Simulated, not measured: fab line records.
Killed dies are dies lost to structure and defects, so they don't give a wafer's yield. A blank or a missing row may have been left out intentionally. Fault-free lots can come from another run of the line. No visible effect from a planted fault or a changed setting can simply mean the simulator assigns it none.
Problem report in the 8D (eight disciplines) form, filled by code / flow sky130 / the parts of the form that need people (team, actions taken, sign-off) are left out

1. PROBLEM STATEMENT
rotation deg at SKY_LDD_N_IMPLANT_11 reads a mean of 353.72 degrees on 6 wafers of 2 lots; wafers without a fault read 293.00 degrees with a standard deviation of 0.053. So: +99 or more standard deviations from the usual mean.
First observed at day 24 01:45: wafer L295.1, on implanter-01. Wafers with a number at this step in the record: 39, from 13 lots. By rule, "out" or "out of limits" means more than 4 standard deviations away from the usual mean. The rest of the wafers with a number are treated as sound.

2. WHAT IT IS AND WHAT IT IS NOT
question=which readings at this step | is=rotation deg | is not=dose ions cm2
question=which lots | is=L295, L296 | is not=L279, L280, L281, L284, L286, L287, L288, L289, L290, L297, L300
question=which wafers of those lots | is=all that have a number | is not=-
question=read on which tools | is=implanter-01 | is not=implanter-02, implanter-03
question=when | is=from day 24 01:45 | is not=up to then (27 sound wafers); but 6 sound wafers of L297, L300 came after

3. SUSPECTS, AND WHAT RULES EACH OUT
Counting: a tool stays on the suspect list if, at a process step up to the reading, it processed all lots that are out and no sound lot following the first of them.
- plasma asher-02 at SKY_GATE_OXIDE_STRIP_13 (strips in O2/N2): kept. It processed each lot that is out, first L295 at day 19 19:04, and no sound lot thereafter; up to then, the last sound lot it processed was L288 at day 18 08:20.
- implanter-01 at SKY_LDD_N_IMPLANT_11: kept. It processed each lot that is out, first L295 at day 24 01:45, and no sound lot thereafter; up to then, the last sound lot it processed was L289 at day 22 16:22. On those wafers its own readings are out: rotation deg.
Left after counting: plasma asher-02 at SKY_GATE_OXIDE_STRIP_13, implanter-01 at SKY_LDD_N_IMPLANT_11.

4. THE CAUSE (what the simulator had put in)
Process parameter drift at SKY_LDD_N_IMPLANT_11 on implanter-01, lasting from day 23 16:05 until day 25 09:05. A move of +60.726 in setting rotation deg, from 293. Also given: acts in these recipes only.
2 suspects survive the count, and this tool is in that group.

5. THE EFFECT CHAIN, in route order
Each row: a reading whose mean over the struck wafers that have a number lies more than 3 standard deviations from the usual. Only readings for which the record gives a usual standard deviation are gone through. hours: the time from each lot's start at the first step in this table that gives one to its start at this step, as a median over the lots. sigmas: the change in usual standard deviations.
hours=0; step=SKY_LDD_N_IMPLANT_11; reading=rotation deg; usual=293.00 degrees; on struck wafers=353.72; change=+60.72; sigmas=+99 or more
Here are the process steps it includes:
- SKY_LDD_N_IMPLANT_11
Later measuring or inspecting steps at which every struck wafer that the step has a row for has a number for every such reading, and none has moved that far: SKY_LDD_P_OVL_MEAS_08.

6. HOW IT WOULD HAVE BEEN CAUGHT EARLIER
In this record the first reading out of limits was taken at day 24 01:45, 10 hours after the fault began at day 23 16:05.
